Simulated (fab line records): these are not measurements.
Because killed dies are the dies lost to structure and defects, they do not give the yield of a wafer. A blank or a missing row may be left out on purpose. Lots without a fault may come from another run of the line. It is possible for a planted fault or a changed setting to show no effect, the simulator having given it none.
fab line records ; flow sky130
record lots=12; wafers=36; lastDay=50
route steps=708 shown VT_ADJUST_NCORE@128 POLY_CUT@316 LOCAL_INTERCONNECT@402 METAL1@451
lots with no fault: from the same line, run without faults
startH: hours from the record's opening day to when the first of the lot's shown wafers began ; waitH: hours since the lot's step before ; " the same as in the row above ; L1.1+2: a row that stands for several wafers ; - no value, or no start was given ; * or withheld: withheld ; < > ~ a bound
route shown NAME@n: names a module that has steps shown in the file, with the first one's number in the route ; usual: mean/standard deviation of fault-free wafers ; same: alike in all rows ; chamber/n: place in a boat ; sites: each site's reading ; _std_site: standard deviation across them ; _edge_site: mean of outer sites minus mean of inner sites ; radiusMm: for every site, how far away it sits from the centre of the wafer ; mask NAME#n: copy n ; behind: the most recent tool/chamber to have shaped the wafer ; hold: cause of the lot's hold/its duration in hours/its outcome ; device: whichever transistor did not switch (one of n, p or np) ; end of line: the same wafers' tests at the end of the route ; for a step that has no rows: nothing shown but its recipe ; killed: count of dies lost to structure and defects at first sort (not the wafer's yield) ; map: dies across one wafer; x = killed, . = not, _ = none there
set.NAME: the setting that was run; set.NAME@STEP: the one run at that earlier step ; model.NAME: the simulator's own value behind a step, which no gauge read
route steps across a sampled set of lots; one table per step, one row per wafer
services: a tool's chamber out of use, with start hour (startH, from the record's first day; less than 0 if before it), hours out, and reason
## steps
# step SKY_VT_ADJUST_NCORE_IMPLANT_09
# recipe species=B; energyKev=10; doseCm2=2.4e+12; tiltDeg=withheld
# usual beamEnergyKeV=10.001/0.0031
lot.wafer;tool;chamber;startH;waitH;beamEnergyKeV
L106.2;implanter-03;0;206.53;0.0;10.000
L106.4;implanter-03;0;206.53;0.0;9.993
L106.6;implanter-03;0;206.53;0.0;9.997
L107.3;implanter-03;0;210.93;0.1;10.001
L107.4;implanter-03;0;210.93;0.1;9.996
L107.5;implanter-03;0;210.93;0.1;9.996
L111.2;implanter-04;0;233.12;0.0;9.996
L111.3;implanter-04;0;233.12;0.0;10.004
L111.5;implanter-04;0;233.12;0.0;10.000
L112.2;implanter-04;0;238.98;0.0;9.995
L112.3;implanter-04;0;238.98;0.0;9.994
L112.4;implanter-04;0;238.98;0.0;9.995
L113.1;implanter-03;0;249.77;0.0;10.000
L113.4;implanter-03;0;249.77;0.0;10.008
L113.5;implanter-03;0;249.77;0.0;10.005
L114.2;implanter-03;0;257.28;0.0;9.995
L114.3;implanter-03;0;257.28;0.0;9.998
L114.4;implanter-03;0;257.28;0.0;10.003
L115.3;implanter-04;0;262.72;1.4;10.003
L115.5;implanter-04;0;262.72;1.4;10.006
L115.6;implanter-04;0;262.72;1.4;10.000
L119.1;implanter-04;0;292.18;0.0;9.995
L119.2;implanter-04;0;292.18;0.0;9.998
L119.4;implanter-04;0;292.18;0.0;9.999
L120.2;implanter-03;0;302.97;0.0;7.443
L120.4;implanter-03;0;302.97;0.0;7.444
L120.6;implanter-03;0;302.97;0.0;7.443
L121.2;implanter-03;0;307.96;0.0;7.443
L121.4;implanter-03;0;307.96;0.0;7.445
L121.6;implanter-03;0;307.96;0.0;7.440
L122.1;implanter-01;0;321.41;0.0;10.001
L122.5;implanter-01;0;321.41;0.0;9.999
L122.6;implanter-01;0;321.41;0.0;10.004
L126.2;implanter-01;0;340.61;0.0;10.001
L126.4;implanter-01;0;340.61;0.0;10.002
L126.5;implanter-01;0;340.61;0.0;10.000
# step SKY_VT_ADJUST_NCORE_TW_MEAS_11
# usual VT_ADJUST_NCORE_TW=219.3/1.7
lot.wafer;tool;chamber;startH;waitH;VT_ADJUST_NCORE_TW
L106.2;filmMetro-04;-;206.77;0.1;219.7
L106.4;filmMetro-04;-;206.77;0.1;221.0
L106.6;filmMetro-04;-;206.77;0.1;220.0
L107.3;filmMetro-04;-;211.15;0.1;221.5
L107.4;filmMetro-04;-;211.15;0.1;221.7
L107.5;filmMetro-04;-;211.15;0.1;221.1
L111.2;filmMetro-04;-;233.35;0.1;222.3
L111.3;filmMetro-04;-;233.35;0.1;221.8
L111.5;filmMetro-04;-;233.35;0.1;222.2
L112.2;filmMetro-02;-;239.24;0.1;217.4
L112.3;filmMetro-02;-;239.24;0.1;219.3
L112.4;filmMetro-02;-;239.24;0.1;219.8
L113.1;filmMetro-04;-;250.02;0.1;223.0
L113.4;filmMetro-04;-;250.02;0.1;222.4
L113.5;filmMetro-04;-;250.02;0.1;223.1
L114.2;filmMetro-03;-;257.52;0.1;217.3
L114.3;filmMetro-03;-;257.52;0.1;217.3
L114.4;filmMetro-03;-;257.52;0.1;218.3
L115.3;filmMetro-02;-;262.94;0.1;220.9
L115.5;filmMetro-02;-;262.94;0.1;220.5
L115.6;filmMetro-02;-;262.94;0.1;220.9
L119.1;filmMetro-04;-;292.43;0.1;220.3
L119.2;filmMetro-04;-;292.43;0.1;220.5
L119.4;filmMetro-04;-;292.43;0.1;221.4
L120.2;filmMetro-03;-;303.20;0.1;202.3
L120.4;filmMetro-03;-;303.20;0.1;204.8
L120.6;filmMetro-03;-;303.20;0.1;204.0
L121.2;filmMetro-03;-;308.20;0.1;203.9
L121.4;filmMetro-03;-;308.20;0.1;204.0
L121.6;filmMetro-03;-;308.20;0.1;203.9
L122.1;filmMetro-03;-;321.66;0.1;217.7
L122.5;filmMetro-03;-;321.66;0.1;217.3
L122.6;filmMetro-03;-;321.66;0.1;218.3
L126.2;filmMetro-04;-;340.85;0.1;222.2
L126.4;filmMetro-04;-;340.85;0.1;220.7
L126.5;filmMetro-04;-;340.85;0.1;221.1
# step SKY_POLY_CUT_OVL_MEAS_09
# usual POLY_CUT_OVL=-1/4.5
lot.wafer;tool;chamber;startH;waitH;POLY_CUT_OVL[nm]
L106.2;overlay-02;-;590.95;0.1;-2
L106.4;overlay-02;-;590.95;0.1;-1
L106.6;overlay-02;-;590.95;0.1;-2
L107.3;overlay-01;-;595.31;0.1;-4
L107.4;overlay-01;-;595.31;0.1;-11
L107.5;overlay-01;-;595.31;0.1;7
L111.2;overlay-01;-;624.27;0.1;5
L111.3;overlay-01;-;624.27;0.1;2
L111.5;overlay-01;-;624.27;0.1;0
L112.2;overlay-02;-;631.95;0.1;7
L112.3;overlay-02;-;631.95;0.1;4
L112.4;overlay-02;-;631.95;0.1;-1
L113.1;overlay-02;-;643.67;0.1;-13
L113.4;overlay-02;-;643.67;0.1;-2
L113.5;overlay-02;-;643.67;0.1;3
L114.2;overlay-01;-;652.55;0.1;-9
L114.3;overlay-01;-;652.55;0.1;-9
L114.4;overlay-01;-;652.55;0.1;-8
L115.3;overlay-01;-;661.66;0.1;-5
L115.5;overlay-01;-;661.66;0.1;-7
L115.6;overlay-01;-;661.66;0.1;-8
L119.1;overlay-02;-;687.65;0.1;3
L119.2;overlay-02;-;687.65;0.1;6
L119.4;overlay-02;-;687.65;0.1;5
L120.2;overlay-02;-;703.27;0.1;-3
L120.4;overlay-02;-;703.27;0.1;-2
L120.6;overlay-02;-;703.27;0.1;0
L121.2;overlay-02;-;708.27;0.1;4
L121.4;overlay-02;-;708.27;0.1;4
L121.6;overlay-02;-;708.27;0.1;4
L122.1;overlay-01;-;716.75;0.1;-3
L122.5;overlay-01;-;716.75;0.1;-3
L122.6;overlay-01;-;716.75;0.1;-2
L126.2;overlay-01;-;739.60;0.1;2
L126.4;overlay-01;-;739.60;0.1;4
L126.5;overlay-01;-;739.60;0.1;5
# step SKY_LOCAL_INTERCONNECT_STRIP_15
# recipe chemistry=O2/N2; powerW=1400; pressureMtorr=1500; platenTempC=withheld; o2FlowSccm=3000; n2FlowSccm=300; overashFraction=0.5
# usual drypumpMotorCurrentA=5.9/0.47; oesProductAu=0.427/0.0045; stripTimeToEndpointS=4.729/0.017
# same overashFraction=0.5
lot.wafer;tool;chamber;startH;waitH;drypumpMotorCurrentA;oesProductAu;rfHoursCounterH;stripTimeToEndpointS
L106.2;plasmaAsher-03;0;736.25;0.0;6.7;0.425;89;4.720
L106.4;plasmaAsher-03;0;736.25;0.0;6.7;0.434;-;4.714
L106.6;plasmaAsher-03;0;736.25;0.0;6.7;0.428;-;4.706
L107.3;plasmaAsher-03;0;741.13;0.1;6.6;0.428;-;4.716
L107.4;plasmaAsher-03;1;741.13;0.1;5.5;0.423;-;4.714
L107.5;plasmaAsher-03;1;741.13;0.1;5.5;0.425;-;4.736
L111.2;plasmaAsher-03;1;767.86;0.0;5.5;0.424;93;4.709
L111.3;plasmaAsher-03;1;767.86;0.0;5.5;0.430;-;4.710
L111.5;plasmaAsher-03;0;767.86;0.0;6.7;0.430;-;4.715
L112.2;plasmaAsher-02;0;774.21;0.0;5.3;0.427;61;4.749
L112.3;plasmaAsher-02;0;774.21;0.0;5.3;0.421;-;4.713
L112.4;plasmaAsher-02;1;774.21;0.0;5.7;0.425;-;4.743
L113.1;plasmaAsher-04;0;783.97;0.0;5.9;0.418;4;4.744
L113.4;plasmaAsher-04;1;783.97;0.0;6.2;0.424;-;4.701
L113.5;plasmaAsher-04;1;783.97;0.0;6.2;0.426;-;4.755
L114.2;plasmaAsher-04;0;793.76;0.0;5.9;0.424;5;4.692
L114.3;plasmaAsher-04;1;793.76;0.0;6.2;0.436;-;4.710
L114.4;plasmaAsher-04;0;793.76;0.0;5.9;0.428;-;4.710
L115.3;plasmaAsher-03;1;801.73;0.1;5.5;0.432;-;4.701
L115.5;plasmaAsher-03;1;801.73;0.1;5.5;0.433;-;4.721
L115.6;plasmaAsher-03;0;801.73;0.1;6.6;0.427;-;4.733
L119.1;plasmaAsher-03;1;823.66;0.0;5.5;0.428;99;4.707
L119.2;plasmaAsher-03;0;823.66;0.0;6.7;0.430;99;4.746
L119.4;plasmaAsher-03;1;823.66;0.0;5.5;0.426;-;4.724
L120.2;plasmaAsher-04;0;840.35;0.0;5.9;0.432;9;4.756
L120.4;plasmaAsher-04;1;840.35;0.0;6.2;0.424;-;4.730
L120.6;plasmaAsher-04;1;840.35;0.0;6.2;0.426;-;4.751
L121.2;plasmaAsher-04;1;845.50;0.0;6.2;0.426;9;4.762
L121.4;plasmaAsher-04;1;845.50;0.0;6.2;0.434;-;4.745
L121.6;plasmaAsher-04;1;845.50;0.0;6.2;0.432;-;4.727
L122.1;plasmaAsher-04;1;853.32;0.0;6.2;0.431;11;4.749
L122.5;plasmaAsher-04;0;853.32;0.0;5.9;0.427;-;4.763
L122.6;plasmaAsher-04;1;853.32;0.0;6.2;0.427;-;4.752
L126.2;plasmaAsher-02;1;874.90;0.0;5.7;0.428;69;4.700
L126.4;plasmaAsher-02;1;874.90;0.0;5.7;0.428;-;4.706
L126.5;plasmaAsher-02;0;874.90;0.0;5.3;0.427;-;4.727
# step SKY_METAL1_DESCUM_17
# recipe chemistry=O2; sourcePowerW=150; biasPowerW=0; pressureMtorr=10; tempC=40; timeS=8
# usual drypumpMotorCurrentA=5.7/0.51; oesProductAu=1.003/0.0078
lot.wafer;tool;chamber;startH;waitH;drypumpMotorCurrentA;oesProductAu;rfHoursCounterH
L106.2;rieMetal-03;0;792.05;0.0;5.2;1.004;-
L106.4;rieMetal-03;0;792.05;0.0;5.2;1.003;-
L106.6;rieMetal-03;0;792.05;0.0;5.2;0.990;-
L107.3;rieMetal-01;0;796.17;0.0;5.5;1.000;-
L107.4;rieMetal-01;1;796.17;0.0;5.4;1.001;-
L107.5;rieMetal-01;1;796.17;0.0;5.4;1.016;-
L111.2;rieMetal-04;1;824.79;0.0;5.3;1.001;7
L111.3;rieMetal-04;1;824.79;0.0;5.3;1.007;-
L111.5;rieMetal-04;1;824.79;0.0;5.3;1.009;-
L112.2;rieMetal-01;1;830.16;0.0;5.4;1.005;4
L112.3;rieMetal-01;1;830.16;0.0;5.4;1.006;-
L112.4;rieMetal-01;0;830.16;0.0;5.5;1.007;-
L113.1;rieMetal-03;0;839.74;0.0;5.2;1.003;7
L113.4;rieMetal-03;0;839.74;0.0;5.2;0.992;-
L113.5;rieMetal-03;1;839.74;0.0;6.2;1.000;-
L114.2;rieMetal-04;1;848.74;0.0;5.3;1.016;7
L114.3;rieMetal-04;1;848.74;0.0;5.3;1.003;-
L114.4;rieMetal-04;0;848.74;0.0;6.6;0.989;-
L115.3;rieMetal-01;0;856.85;0.0;5.5;1.010;-
L115.5;rieMetal-01;1;856.85;0.0;5.4;1.010;-
L115.6;rieMetal-01;0;856.85;0.0;5.5;1.011;-
L119.1;rieMetal-03;1;879.24;0.0;6.2;1.004;12
L119.2;rieMetal-03;0;879.24;0.0;5.2;1.006;9
L119.4;rieMetal-03;1;879.24;0.0;6.2;0.999;-
L120.2;rieMetal-03;0;894.06;0.0;5.2;1.006;10
L120.4;rieMetal-03;0;894.06;0.0;5.2;0.990;-
L120.6;rieMetal-03;0;894.06;0.0;5.2;0.993;-
L121.2;rieMetal-04;0;900.39;0.0;6.6;0.997;15
L121.4;rieMetal-04;1;900.39;0.0;5.3;1.011;-
L121.6;rieMetal-04;1;900.39;0.0;5.3;1.005;-
L122.1;rieMetal-01;0;907.89;0.0;5.5;1.007;9
L122.5;rieMetal-01;1;907.89;0.0;5.4;1.009;-
L122.6;rieMetal-01;0;907.89;0.0;5.5;1.006;-
L126.2;rieMetal-03;0;928.54;0.0;5.2;0.991;12
L126.4;rieMetal-03;0;928.54;0.0;5.2;0.993;-
L126.5;rieMetal-03;1;928.54;0.0;6.2;1.000;-
## services
tool;chamber;startH;hours;kind
implanter-03;-;211.32;3.1;repair
implanter-03;-;214.36;1.3;repair
plasmaAsher-04;-;221.33;4.1;repair
implanter-03;-;225.01;3.1;repair
implanter-03;-;234.05;1.1;repair
implanter-03;-;258.23;12.1;repair
plasmaAsher-03;-;298.33;0.4;repair
implanter-03;-;299.83;3.0;repair
plasmaAsher-03;-;300.21;1.9;repair
plasmaAsher-04;-;324.07;2.8;pm
rieMetal-03;1;369.00;5.0;repair
plasmaAsher-03;-;376.92;0.8;repair
plasmaAsher-03;-;379.36;1.3;repair
implanter-03;-;406.73;11.7;pm
implanter-03;-;459.02;6.3;repair
implanter-03;-;488.87;6.2;repair
implanter-03;-;532.85;2.6;repair
implanter-03;-;627.89;1.0;repair
implanter-03;-;628.92;1.8;pm
implanter-03;-;630.73;3.9;pm
implanter-03;-;695.39;1.6;repair
implanter-03;-;715.34;3.1;repair
implanter-03;-;761.75;3.5;repair
implanter-03;-;823.08;127.3;pm
## key
firstSign step=SKY_VT_ADJUST_NCORE_IMPLANT_09; reading=beamEnergyKeV; direction=down; sigmas=99+; usual=*; struck=*
effect step=SKY_VT_ADJUST_NCORE_TW_MEAS_11; reading=VT_ADJUST_NCORE_TW; direction=down; sigmas=8.9; usual=219.3; struck=203.8
metAt SKY_VT_ADJUST_NCORE_IMPLANT_09
struckLots L120,L121
testerLeftOut L120,L121
notActingAt SKY_POLY_CUT_OVL_MEAS_09,SKY_LOCAL_INTERCONNECT_STRIP_15,SKY_METAL1_DESCUM_17
onsetBetween 257.28 302.97
fault kind=processParameterDrift; tool=implanter-03; chamber=-; onsetH=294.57; steps=SKY_VT_ADJUST_NCORE_IMPLANT_09; channel=energyKev; offset=*; shape=step; endH=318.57; actsIn=*; stated=*
# testerLeftOut: of these lots the tester's yield and bins aren't shown, on N5 and GAA mostly nor the transistor test; their killed dies are dies lost to structure and defects alone, not to doping, threshold or leakage, so they don't give the yield
